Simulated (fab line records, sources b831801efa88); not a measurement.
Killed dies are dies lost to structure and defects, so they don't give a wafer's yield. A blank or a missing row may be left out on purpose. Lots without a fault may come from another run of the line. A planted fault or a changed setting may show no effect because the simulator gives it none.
Problem report in the 8D (eight disciplines) form, filled by code | flow sky130 | the parts of the form that need people (team, actions taken, sign-off) are left out

1. THE PROBLEM
VIA4_HDPCVD_THK at SKY_VIA4_THK_MEAS_01 reads a mean of 2859 nm on 2 wafers of 2 lots; wafers without a fault read 1756 nm with a standard deviation of 16. That is +69 standard deviations from the usual mean.
First seen on wafer L223.1, day 43 13:56, on film_metro-02. The record holds 36 wafers of 12 lots with a number at this step. Rule for "out", or "out of limits": more than 4 standard deviations from the usual mean. The other wafers with a number count as sound.

2. WHAT IT IS AND WHAT IT IS NOT
question                    | is                           | is not
which readings at this step | VIA4_HDPCVD_THK              | -
which lots                  | L223, L225                   | L219, L220, L221, L233, L236, L237, L238, L239, L240, L241
which wafers of those lots  | L223.1, L225.1               | L223.2, L223.3, L225.2, L225.5
read on which gauges        | film_metro-01, film_metro-02 | film_metro-03
when                        | from day 43 13:56            | up to then (11 sound wafers); but 23 sound wafers of L225, L233, L236, L237, L238, L239, L240, L241 came after

3. SUSPECTS, AND WHAT RULES EACH OUT
Counting: a tool at a process step up to the reading stays a suspect if it ran every lot that is out. Sound lots after the first of them don't rule it out here, since some wafers of a struck lot are sound.
- the gauge at SKY_VIA4_THK_MEAS_01: ruled out. The wafers that are out were read on 2 gauges (film_metro-01, film_metro-02).
- hdpcvd-02 at SKY_VIA4_HDPCVD_00 (deposits SiO2, target thk 1750 nm, time 291.7 s): kept. It ran every lot that is out, first L223 (day 43 13:45); its last sound lot up to then is L221 (day 43 05:32).
Left after counting: hdpcvd-02 at SKY_VIA4_HDPCVD_00.

4. THE CAUSE (what the simulator had put in)
Process parameter drift: hdpcvd-02, from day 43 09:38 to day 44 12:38, at SKY_VIA4_HDPCVD_00. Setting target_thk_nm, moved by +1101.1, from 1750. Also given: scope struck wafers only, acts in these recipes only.
Counting left only this tool.

5. THE CHAIN OF EFFECTS, in route order
Each row: a reading whose mean over the struck wafers that have a number lies more than 3 standard deviations from the usual. Only readings for which the record gives a usual standard deviation are gone through. hours: the time from each lot's start at the first step in this table that gives one to its start at this step, as a median over the lots. sigmas: the change in usual standard deviations.
hours | step                 | reading         | usual   | on struck wafers | change | sigmas
0     | SKY_VIA4_THK_MEAS_01 | VIA4_HDPCVD_THK | 1756 nm | 2859             | +1103  | +69

6. WHAT WOULD HAVE CAUGHT IT SOONER
In this record the first reading out of limits at a measuring or inspecting step was taken at day 43 13:56, 4 hours after the fault began at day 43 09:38.
Of the lots that are out (2), L225 began SKY_VIA4_HDPCVD_00 on hdpcvd-02 after day 43 13:56. A hold on the tool at that time would have spared it.
